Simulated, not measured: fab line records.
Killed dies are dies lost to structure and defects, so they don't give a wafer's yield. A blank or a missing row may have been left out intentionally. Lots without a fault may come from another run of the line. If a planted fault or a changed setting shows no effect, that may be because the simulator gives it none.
Matching of chambers	flow sky130	SKY_CONTACT_CMP_27 on cmp-01 has 4 sister chambers
The step polishes, stops on SiO2, t overpolish 15 s, target thk 0 nm. 8 wafers are shown with their chamber, then 12 later ones without.

== WAFERS PAIRED WITH THEIR CHAMBERS ==
wafer	chamber	motor current A (A)	time to endpoint s (s)
L083.2	0	9.0	83
L083.6	3	9.6	87
L084.2	2	12.4	84
L084.3	3	9.2	89
L084.6	1	11.3	85
L089.1	1	11.8	83
L089.2	0	9.6	81
L089.3	2	12.0	82

== WAFERS WHOSE CHAMBER IS MISSING ==
wafer	motor current A (A)	time to endpoint s (s)
L093.1	11.7	86
L093.2	9.0	83
L093.6	9.4	92
L094.1	12.1	83
L094.5	9.9	88
L094.6	9.2	85
L095.4	12.5	82
L095.5	8.9	79
L095.6	11.7	82
L096.1	12.0	85
L096.2	11.9	85
L096.4	9.1	79

== EACH ONE'S CHAMBER ==
wafer	from the rows above	in truth
L093.1	can't be placed: 1 or 2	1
L093.2	0	0
L093.6	3	3
L094.1	can't be placed: 2 or 1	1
L094.5	3	3
L094.6	can't be placed: 0 or 3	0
L095.4	can't be placed: 2 or 1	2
L095.5	0	0
L095.6	can't be placed: 1 or 2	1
L096.1	can't be placed: 1 or 2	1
L096.2	can't be placed: 1 or 2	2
L096.4	0	0
5 of 12 placed correctly. Not placeable from these rows: 7 (in 7, the candidates include the true chamber). Wrongly placed: 0.
How it was worked out, from the rows above alone: a wafer's distance from a chamber is the root of the sum, over the readings, of the square of ((its reading less the chamber's mean) divided by the reading's scatter). If the next closest chamber is less than 2 further off than the closest, the wafer can't be placed; otherwise it belongs to the closest. A chamber's mean is the mean of its shown wafers. How the scatter is found: for the shown wafers, subtract from each reading the mean of its chamber, square and add these, divide the total by (wafers less chambers), then take the root.
